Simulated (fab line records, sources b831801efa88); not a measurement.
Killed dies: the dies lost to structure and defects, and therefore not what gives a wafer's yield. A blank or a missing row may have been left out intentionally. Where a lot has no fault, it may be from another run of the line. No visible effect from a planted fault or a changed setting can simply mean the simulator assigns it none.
fab line records :: flow sfqLine :: part 2 of 2: steps 26 to 36 of 36
record:
  lots: 5
  wafers: 15
  lastDay: 91
route steps=325 shown M5@207 A5B@209 R5@212 I5@228 C5@240
lots that met no fault: taken from a fault-free run of the same line
startH: hours from the record's first day to the start of the lot's first wafer shown :: waitH: how many hours have passed since the lot's step before this one :: " repeats the value in the row above :: L1.1+2: one row covering several wafers at once :: - no value present, or no start provided :: * or withheld: withheld :: < > ~ a bound
route shown NAME@n: NAME is a module with steps in the file, n the number in the route of the first one :: usual: mean and standard deviation over wafers with no fault :: same: alike in all rows :: chamber/n: place in a boat :: sites: the reading at each site :: _std_site: the values' standard deviation :: _edge_site: mean of outer sites minus mean of inner sites :: radiusMm: for every site, how far away it sits from the centre of the wafer :: mask NAME#n: copy n :: behind: the last tool/chamber to shape the wafer :: hold: the reason the lot was held/the length of the hold in hours/how it ended :: device: transistor that didn't switch, given as n, p or np :: end of line: the tests these same wafers got at the end of their route :: a step without rows: its recipe alone :: killed: at the first sort, the dies lost to defects and structure; wafer yield is something else :: map: dies across one wafer; x = killed, . = not, _ = none there
set.NAME: the setting as run; set.NAME@STEP: as run at that earlier step :: model.NAME: the simulator's own value behind a step, which no gauge read
lots at some steps of the route; a table a step, a row a wafer
services: when a tool's chamber went out of use (startH, in hours from the record's first day, below 0 if earlier), for how many hours, and the reason
== steps ==
step: SFQ_TRILAYER_I5_LITHO_EXPOSE_145
recipe:
  maskId: I5
  na: 0.6
  sourceShape: conventional
  sigmaOuter: 0.65
  targetCdNm: 700
  doseMj: 21.3
usual:
  focusOffsetNm: 0.0/0.48
same:
  na: 0.6
lot.wafer: L089.2
tool: krfScanner-02
chamber: 0
startH: 1734.77
waitH: -
mask: I5#0
focusOffsetNm: -0.6

lot.wafer: L089.3
tool: krfScanner-02
chamber: 0
startH: 1734.77
waitH: -
mask: I5#0
focusOffsetNm: 0.3

lot.wafer: L089.6
tool: krfScanner-02
chamber: 0
startH: 1734.77
waitH: -
mask: I5#0
focusOffsetNm: 0.2

lot.wafer: L091.1
tool: krfScanner-02
chamber: 0
startH: 1771.90
waitH: -
mask: I5#0
focusOffsetNm: 1.1

lot.wafer: L091.3
tool: krfScanner-02
chamber: 0
startH: 1771.90
waitH: -
mask: I5#0
focusOffsetNm: 0.3

lot.wafer: L091.5
tool: krfScanner-02
chamber: 0
startH: 1771.90
waitH: -
mask: I5#0
focusOffsetNm: 0.8

lot.wafer: L092.1
tool: krfScanner-02
chamber: 0
startH: 1773.10
waitH: -
mask: I5#0
focusOffsetNm: 0.3

lot.wafer: L092.2
tool: krfScanner-02
chamber: 0
startH: 1773.10
waitH: -
mask: I5#0
focusOffsetNm: 0.8

lot.wafer: L092.3
tool: krfScanner-02
chamber: 0
startH: 1773.10
waitH: -
mask: I5#0
focusOffsetNm: 0.2

lot.wafer: L094.2
tool: krfScanner-02
chamber: 0
startH: 1779.63
waitH: -
mask: I5#0
focusOffsetNm: 0.1

lot.wafer: L094.3
tool: krfScanner-02
chamber: 0
startH: 1779.63
waitH: -
mask: I5#0
focusOffsetNm: 0.5

lot.wafer: L094.5
tool: krfScanner-02
chamber: 0
startH: 1779.63
waitH: -
mask: I5#0
focusOffsetNm: 0.2

lot.wafer: L095.2
tool: krfScanner-02
chamber: 0
startH: 1780.83
waitH: -
mask: I5#0
focusOffsetNm: 0.3

lot.wafer: L095.3
tool: krfScanner-02
chamber: 0
startH: 1780.83
waitH: -
mask: I5#0
focusOffsetNm: -0.3

lot.wafer: L095.4
tool: krfScanner-02
chamber: 0
startH: 1780.83
waitH: -
mask: I5#0
focusOffsetNm: 1.3
step: SFQ_TRILAYER_I5_LITHO_PEB_147
recipe:
  pebTempC: 115
  pebTimeS: 60
  resist: KrF
lot.wafer: L089.2+3+6
tool: lithoTrack-02
chamber: 0
startH: 1735.80
waitH: 0.8

lot.wafer: L091.1+3+5
tool: lithoTrack-03
chamber: 0
startH: 1773.10
waitH: 1.0

lot.wafer: L092.1+2+3
tool: lithoTrack-02
chamber: 0
startH: 1774.30
waitH: 1.0

lot.wafer: L094.2+3+5
tool: lithoTrack-01
chamber: 0
startH: 1780.65
waitH: 0.8

lot.wafer: L095.2+3+4
tool: lithoTrack-02
chamber: 0
startH: 1781.85
waitH: 0.8
step: SFQ_TRILAYER_I5_LITHO_DEVELOP_146
recipe:
  timeS: 60
  resist: KrF
lot.wafer: L089.2+3+6
tool: lithoTrack-02
chamber: 0
startH: 1735.95
waitH: 0.1

lot.wafer: L091.1+3+5
tool: lithoTrack-03
chamber: 0
startH: 1773.25
waitH: 0.1

lot.wafer: L092.1+2+3
tool: lithoTrack-02
chamber: 0
startH: 1774.45
waitH: 0.1

lot.wafer: L094.2+3+5
tool: lithoTrack-01
chamber: 0
startH: 1780.80
waitH: 0.1

lot.wafer: L095.2+3+4
tool: lithoTrack-02
chamber: 0
startH: 1782.00
waitH: 0.1
step: SFQ_I5_OVL_MEAS_936
usual:
  I5_OVL: 2/4.5
lot.wafer: L089.2
tool: overlay-02
chamber: -
startH: 1736.08
waitH: 0.1
I5_OVL[nm]: 4

lot.wafer: L089.3
tool: overlay-02
chamber: -
startH: 1736.08
waitH: 0.1
I5_OVL[nm]: 5

lot.wafer: L089.6
tool: overlay-02
chamber: -
startH: 1736.08
waitH: 0.1
I5_OVL[nm]: 7

lot.wafer: L091.1
tool: overlay-01
chamber: -
startH: 1773.40
waitH: 0.1
I5_OVL[nm]: 5

lot.wafer: L091.3
tool: overlay-01
chamber: -
startH: 1773.40
waitH: 0.1
I5_OVL[nm]: -1

lot.wafer: L091.5
tool: overlay-01
chamber: -
startH: 1773.40
waitH: 0.1
I5_OVL[nm]: 6

lot.wafer: L092.1
tool: overlay-01
chamber: -
startH: 1774.60
waitH: 0.1
I5_OVL[nm]: -2

lot.wafer: L092.2
tool: overlay-01
chamber: -
startH: 1774.60
waitH: 0.1
I5_OVL[nm]: 3

lot.wafer: L092.3
tool: overlay-01
chamber: -
startH: 1774.60
waitH: 0.1
I5_OVL[nm]: 3

lot.wafer: L094.2
tool: overlay-02
chamber: -
startH: 1780.93
waitH: 0.1
I5_OVL[nm]: 5

lot.wafer: L094.3
tool: overlay-02
chamber: -
startH: 1780.93
waitH: 0.1
I5_OVL[nm]: 3

lot.wafer: L094.5
tool: overlay-02
chamber: -
startH: 1780.93
waitH: 0.1
I5_OVL[nm]: 5

lot.wafer: L095.2
tool: overlay-02
chamber: -
startH: 1782.13
waitH: 0.1
I5_OVL[nm]: -1

lot.wafer: L095.3
tool: overlay-02
chamber: -
startH: 1782.13
waitH: 0.1
I5_OVL[nm]: 1

lot.wafer: L095.4
tool: overlay-02
chamber: -
startH: 1782.13
waitH: 0.1
I5_OVL[nm]: -5
step: SFQ_TRILAYER_I5_BARC_OPEN_VIA_ETCH_200
recipe:
  maskMaterial: PR
  chemistry: O2
  targetDepthNm: 125
  target: BARC
  sourceW: 500
  biasW: 80
  pressureMtorr: 30
  timeS: 41.7
usual:
  drypumpMotorCurrentA: 5.6/0.4
  oesProductAu: 0.685/0.0045
lot.wafer: L089.2
tool: rieDiel-01
chamber: 3
startH: 1736.11
waitH: 0.0
drypumpMotorCurrentA: 5.4
oesProductAu: 0.686
rfHoursCounterH: 7

lot.wafer: L089.3
tool: rieDiel-01
chamber: 2
startH: 1736.11
waitH: 0.0
drypumpMotorCurrentA: 5.5
oesProductAu: 0.683
rfHoursCounterH: 13

lot.wafer: L089.6
tool: rieDiel-01
chamber: 3
startH: 1736.11
waitH: 0.0
drypumpMotorCurrentA: 5.4
oesProductAu: 0.681
rfHoursCounterH: -

lot.wafer: L091.1
tool: rieDiel-03
chamber: 0
startH: 1773.43
waitH: 0.0
drypumpMotorCurrentA: 5.6
oesProductAu: 0.682
rfHoursCounterH: 0

lot.wafer: L091.3
tool: rieDiel-03
chamber: 3
startH: 1773.43
waitH: 0.0
drypumpMotorCurrentA: 5.8
oesProductAu: 0.684
rfHoursCounterH: 11

lot.wafer: L091.5
tool: rieDiel-03
chamber: 2
startH: 1773.43
waitH: 0.0
drypumpMotorCurrentA: 4.7
oesProductAu: 0.685
rfHoursCounterH: -

lot.wafer: L092.1
tool: rieDiel-01
chamber: 2
startH: 1774.63
waitH: 0.0
drypumpMotorCurrentA: 5.5
oesProductAu: 0.691
rfHoursCounterH: 14

lot.wafer: L092.2
tool: rieDiel-01
chamber: 0
startH: 1774.63
waitH: 0.0
drypumpMotorCurrentA: 6.3
oesProductAu: 0.682
rfHoursCounterH: 5

lot.wafer: L092.3
tool: rieDiel-01
chamber: 3
startH: 1774.63
waitH: 0.0
drypumpMotorCurrentA: 5.4
oesProductAu: 0.680
rfHoursCounterH: 8

lot.wafer: L094.2
tool: rieDiel-03
chamber: 0
startH: 1780.96
waitH: 0.0
drypumpMotorCurrentA: 5.6
oesProductAu: 0.679
rfHoursCounterH: 0

lot.wafer: L094.3
tool: rieDiel-03
chamber: 2
startH: 1780.96
waitH: 0.0
drypumpMotorCurrentA: 4.7
oesProductAu: 0.687
rfHoursCounterH: 3

lot.wafer: L094.5
tool: rieDiel-03
chamber: 1
startH: 1780.96
waitH: 0.0
drypumpMotorCurrentA: 5.6
oesProductAu: 0.686
rfHoursCounterH: -

lot.wafer: L095.2
tool: rieDiel-01
chamber: 2
startH: 1782.16
waitH: 0.0
drypumpMotorCurrentA: 5.5
oesProductAu: 0.683
rfHoursCounterH: 14

lot.wafer: L095.3
tool: rieDiel-01
chamber: 3
startH: 1782.16
waitH: 0.0
drypumpMotorCurrentA: 5.4
oesProductAu: 0.682
rfHoursCounterH: 8

lot.wafer: L095.4
tool: rieDiel-01
chamber: 0
startH: 1782.16
waitH: 0.0
drypumpMotorCurrentA: 6.2
oesProductAu: 0.692
rfHoursCounterH: 6
step: SFQ_TRILAYER_I5_ETCH_VIA_ETCH_147
recipe:
  stopOn: Nb
  maskMaterial: PR
  chemistry: CHF3
  targetDepthNm: 360
  sourceW: 500
  biasW: 80
  pressureMtorr: 30
  timeS: withheld
usual:
  drypumpMotorCurrentA: 5.6/0.4
  oesProductAu: 0.989/0.0054
lot.wafer: L089.2
tool: rieDiel-01
chamber: 3
startH: 1736.15
waitH: 0.0
drypumpMotorCurrentA: 5.4
oesProductAu: 0.986

lot.wafer: L089.3
tool: rieDiel-01
chamber: 2
startH: 1736.15
waitH: 0.0
drypumpMotorCurrentA: 5.5
oesProductAu: 0.989

lot.wafer: L089.6
tool: rieDiel-01
chamber: 3
startH: 1736.15
waitH: 0.0
drypumpMotorCurrentA: 5.4
oesProductAu: 0.992

lot.wafer: L091.1
tool: rieDiel-03
chamber: 0
startH: 1773.47
waitH: 0.0
drypumpMotorCurrentA: 5.6
oesProductAu: 0.982

lot.wafer: L091.3
tool: rieDiel-03
chamber: 3
startH: 1773.47
waitH: 0.0
drypumpMotorCurrentA: 5.7
oesProductAu: 0.983

lot.wafer: L091.5
tool: rieDiel-03
chamber: 2
startH: 1773.47
waitH: 0.0
drypumpMotorCurrentA: 4.7
oesProductAu: 0.994

lot.wafer: L092.1
tool: rieDiel-01
chamber: 2
startH: 1774.67
waitH: 0.0
drypumpMotorCurrentA: 5.5
oesProductAu: 0.975

lot.wafer: L092.2
tool: rieDiel-01
chamber: 0
startH: 1774.67
waitH: 0.0
drypumpMotorCurrentA: 6.2
oesProductAu: 0.980

lot.wafer: L092.3
tool: rieDiel-01
chamber: 3
startH: 1774.67
waitH: 0.0
drypumpMotorCurrentA: 5.4
oesProductAu: 0.991

lot.wafer: L094.2
tool: rieDiel-03
chamber: 0
startH: 1781.00
waitH: 0.0
drypumpMotorCurrentA: 5.5
oesProductAu: 0.985

lot.wafer: L094.3
tool: rieDiel-03
chamber: 2
startH: 1781.00
waitH: 0.0
drypumpMotorCurrentA: 4.7
oesProductAu: 0.997

lot.wafer: L094.5
tool: rieDiel-03
chamber: 1
startH: 1781.00
waitH: 0.0
drypumpMotorCurrentA: 5.6
oesProductAu: 0.992

lot.wafer: L095.2
tool: rieDiel-01
chamber: 2
startH: 1782.20
waitH: 0.0
drypumpMotorCurrentA: 5.5
oesProductAu: 0.992

lot.wafer: L095.3
tool: rieDiel-01
chamber: 3
startH: 1782.20
waitH: 0.0
drypumpMotorCurrentA: 5.4
oesProductAu: 0.988

lot.wafer: L095.4
tool: rieDiel-01
chamber: 0
startH: 1782.20
waitH: 0.0
drypumpMotorCurrentA: 6.2
oesProductAu: 0.992
step: SFQ_TRILAYER_I5_STRIP_STRIP_148
recipe:
  gas: O2
  powerW: 200
  platenTempC: 40
  overashFraction: 0.65
  chemistry: O2
  pressureMtorr: 50
usual:
  drypumpMotorCurrentA: 6.1/0.33
  oesProductAu: 1.002/0.0083
  platenTempC: 40.01/0.11
lot.wafer: L089.2
tool: rieMetal-02
chamber: 0
startH: 1736.30
waitH: -
drypumpMotorCurrentA: 6.1
oesProductAu: 1.000
platenTempC: 40.03
rfHoursCounterH: 97

lot.wafer: L089.3
tool: rieMetal-02
chamber: 0
startH: 1736.30
waitH: -
drypumpMotorCurrentA: 6.1
oesProductAu: 1.000
platenTempC: 40.03
rfHoursCounterH: -

lot.wafer: L089.6
tool: rieMetal-02
chamber: 0
startH: 1736.30
waitH: -
drypumpMotorCurrentA: 6.1
oesProductAu: 1.009
platenTempC: 39.99
rfHoursCounterH: -

lot.wafer: L091.1
tool: rieMetal-04
chamber: 1
startH: 1773.62
waitH: -
drypumpMotorCurrentA: 6.6
oesProductAu: 1.003
platenTempC: 40.01
rfHoursCounterH: 51

lot.wafer: L091.3
tool: rieMetal-04
chamber: 0
startH: 1773.62
waitH: -
drypumpMotorCurrentA: 6.5
oesProductAu: 1.015
platenTempC: 40.02
rfHoursCounterH: -

lot.wafer: L091.5
tool: rieMetal-04
chamber: 0
startH: 1773.62
waitH: -
drypumpMotorCurrentA: 6.5
oesProductAu: 1.011
platenTempC: 39.91
rfHoursCounterH: -

lot.wafer: L092.1
tool: rieMetal-03
chamber: 1
startH: 1774.82
waitH: -
drypumpMotorCurrentA: 6.1
oesProductAu: 1.020
platenTempC: 40.03
rfHoursCounterH: 85

lot.wafer: L092.2
tool: rieMetal-03
chamber: 0
startH: 1774.82
waitH: -
drypumpMotorCurrentA: 6.3
oesProductAu: 1.007
platenTempC: 39.67
rfHoursCounterH: 93

lot.wafer: L092.3
tool: rieMetal-03
chamber: 1
startH: 1774.82
waitH: -
drypumpMotorCurrentA: 6.0
oesProductAu: 1.008
platenTempC: 40.01
rfHoursCounterH: -

lot.wafer: L094.2
tool: rieMetal-02
chamber: 0
startH: 1781.15
waitH: -
drypumpMotorCurrentA: 6.1
oesProductAu: 0.995
platenTempC: 40.19
rfHoursCounterH: 101

lot.wafer: L094.3
tool: rieMetal-02
chamber: 0
startH: 1781.15
waitH: -
drypumpMotorCurrentA: 6.0
oesProductAu: 0.990
platenTempC: 40.27
rfHoursCounterH: -

lot.wafer: L094.5
tool: rieMetal-02
chamber: 1
startH: 1781.15
waitH: -
drypumpMotorCurrentA: 5.6
oesProductAu: 1.011
platenTempC: 40.03
rfHoursCounterH: -

lot.wafer: L095.2
tool: rieMetal-03
chamber: 1
startH: 1782.35
waitH: -
drypumpMotorCurrentA: 6.1
oesProductAu: 1.001
platenTempC: 39.83
rfHoursCounterH: 87

lot.wafer: L095.3
tool: rieMetal-03
chamber: 1
startH: 1782.35
waitH: -
drypumpMotorCurrentA: 6.1
oesProductAu: 1.005
platenTempC: 39.96
rfHoursCounterH: -

lot.wafer: L095.4
tool: rieMetal-03
chamber: 0
startH: 1782.35
waitH: -
drypumpMotorCurrentA: 6.4
oesProductAu: 1.007
platenTempC: 40.04
rfHoursCounterH: -
step: SFQ_TRILAYER_I5_STRIP_SOLV_CLEAN_149
recipe:
  chemistry: NMP
  tempC: 70
  timeS: 600
usual:
  bathGuardTempC: 70.1/0.51
lot.wafer: L089.2
tool: wetBench-01
chamber: 2
startH: 1737.10
waitH: 0.5
bathGuardTempC: 70.4

lot.wafer: L089.3
tool: wetBench-01
chamber: 7
startH: 1737.10
waitH: 0.5
bathGuardTempC: 70.4

lot.wafer: L089.6
tool: wetBench-01
chamber: 5
startH: 1737.10
waitH: 0.5
bathGuardTempC: 69.9

lot.wafer: L091.1
tool: wetBench-03
chamber: 4
startH: 1774.22
waitH: 0.4
bathGuardTempC: 70.9

lot.wafer: L091.3
tool: wetBench-03
chamber: 1
startH: 1774.22
waitH: 0.4
bathGuardTempC: 70.6

lot.wafer: L091.5
tool: wetBench-03
chamber: 6
startH: 1774.22
waitH: 0.4
bathGuardTempC: 70.3

lot.wafer: L092.1
tool: wetBench-01
chamber: 6
startH: 1775.42
waitH: 0.4
bathGuardTempC: 69.7

lot.wafer: L092.2
tool: wetBench-01
chamber: 7
startH: 1775.42
waitH: 0.4
bathGuardTempC: 70.1

lot.wafer: L092.3
tool: wetBench-01
chamber: 4
startH: 1775.42
waitH: 0.4
bathGuardTempC: 70.2

lot.wafer: L094.2
tool: wetBench-01
chamber: 2
startH: 1781.75
waitH: 0.4
bathGuardTempC: 70.4

lot.wafer: L094.3
tool: wetBench-01
chamber: 5
startH: 1781.75
waitH: 0.4
bathGuardTempC: 69.9

lot.wafer: L094.5
tool: wetBench-01
chamber: 3
startH: 1781.75
waitH: 0.4
bathGuardTempC: 70.4

lot.wafer: L095.2
tool: wetBench-03
chamber: 4
startH: 1782.95
waitH: 0.4
bathGuardTempC: 71.1

lot.wafer: L095.3
tool: wetBench-03
chamber: 5
startH: 1782.95
waitH: 0.4
bathGuardTempC: 70.6

lot.wafer: L095.4
tool: wetBench-03
chamber: 3
startH: 1782.95
waitH: 0.4
bathGuardTempC: 69.2
step: SFQ_TRILAYER_C5_LITHO_COAT_156
recipe:
  resist: BARC
  spinRpm: 3000
  resistThkNm: 62
lot.wafer: L089.2+3+6
tool: lithoTrack-02
chamber: 0
startH: 1737.32
waitH: 0.1

lot.wafer: L091.1+3+5
tool: lithoTrack-04
chamber: 0
startH: 1774.40
waitH: 0.0

lot.wafer: L092.1+2+3
tool: lithoTrack-04
chamber: 0
startH: 1775.60
waitH: 0.0

lot.wafer: L094.2+3+5
tool: lithoTrack-04
chamber: 0
startH: 1781.99
waitH: 0.1

lot.wafer: L095.2+3+4
tool: lithoTrack-02
chamber: 0
startH: 1783.32
waitH: 0.2
step: SFQ_TRILAYER_C5_LITHO_COAT_151
recipe:
  resist: KrF
  spinRpm: 3000
  resistThkNm: 650
lot.wafer: L089.2+3+6
tool: lithoTrack-02
chamber: 0
startH: 1737.62
waitH: 0.2

lot.wafer: L091.1+3+5
tool: lithoTrack-04
chamber: 0
startH: 1774.70
waitH: 0.2

lot.wafer: L092.1+2+3
tool: lithoTrack-04
chamber: 0
startH: 1775.90
waitH: 0.2

lot.wafer: L094.2+3+5
tool: lithoTrack-04
chamber: 0
startH: 1782.29
waitH: 0.2

lot.wafer: L095.2+3+4
tool: lithoTrack-02
chamber: 0
startH: 1783.62
waitH: 0.2
step: SFQ_TRILAYER_C5_LITHO_SOFTBAKE_155
recipe:
  tempC: withheld
  timeS: withheld
  resist: KrF
lot.wafer: L089.2+3+6
tool: lithoTrack-02
chamber: 0
startH: 1737.90
waitH: 0.2

lot.wafer: L091.1+3+5
tool: lithoTrack-04
chamber: 0
startH: 1775.00
waitH: 0.2

lot.wafer: L092.1+2+3
tool: lithoTrack-04
chamber: 0
startH: 1776.20
waitH: 0.2

lot.wafer: L094.2+3+5
tool: lithoTrack-04
chamber: 0
startH: 1782.57
waitH: 0.2

lot.wafer: L095.2+3+4
tool: lithoTrack-02
chamber: 0
startH: 1783.89
waitH: 0.2
== services ==
tool: pvdSputter-04
chamber: -
startH: 1614.92
hours: 2.7
kind: repair

tool: krfScanner-02
chamber: -
startH: 1615.73
hours: 0.5
kind: repair

tool: krfScanner-02
chamber: -
startH: 1622.57
hours: 1.0
kind: pm

tool: pecvd-01
chamber: 1
startH: 1626.71
hours: 4.2
kind: repair

tool: pecvd-01
chamber: 2
startH: 1635.32
hours: 5.9
kind: repair

tool: krfScanner-02
chamber: -
startH: 1667.97
hours: 4.4
kind: pm

tool: rieDiel-01
chamber: 0
startH: 1671.36
hours: 8.2
kind: repair

tool: krfScanner-01
chamber: -
startH: 1682.99
hours: 1.0
kind: pm

tool: pecvd-01
chamber: -
startH: 1686.25
hours: 14.0
kind: pm

tool: rieDiel-01
chamber: 0
startH: 1694.55
hours: 10.4
kind: repair

tool: pecvd-01
chamber: -
startH: 1701.32
hours: 2.2
kind: repair

tool: rieMetal-01
chamber: -
startH: 1702.78
hours: 0.2
kind: repair

tool: krfScanner-01
chamber: -
startH: 1705.41
hours: 4.4
kind: pm

tool: krfScanner-02
chamber: -
startH: 1710.74
hours: 1.3
kind: pm

tool: krfScanner-01
chamber: -
startH: 1712.07
hours: 1.3
kind: pm

tool: krfScanner-02
chamber: -
startH: 1720.44
hours: 4.0
kind: pm

tool: rieDiel-01
chamber: 2
startH: 1723.51
hours: 4.4
kind: repair

tool: krfScanner-02
chamber: -
startH: 1740.31
hours: 0.5
kind: repair

tool: rieDiel-01
chamber: 2
startH: 1747.34
hours: 10.9
kind: repair

tool: krfScanner-02
chamber: -
startH: 1747.44
hours: 1.9
kind: repair

tool: wetBench-01
chamber: -
startH: 1749.40
hours: 2.8
kind: repair

tool: krfScanner-02
chamber: -
startH: 1762.94
hours: 0.8
kind: pm

tool: pecvd-01
chamber: -
startH: 1772.34
hours: 3.6
kind: repair

tool: rieDiel-01
chamber: 1
startH: 1774.38
hours: 4.6
kind: repair
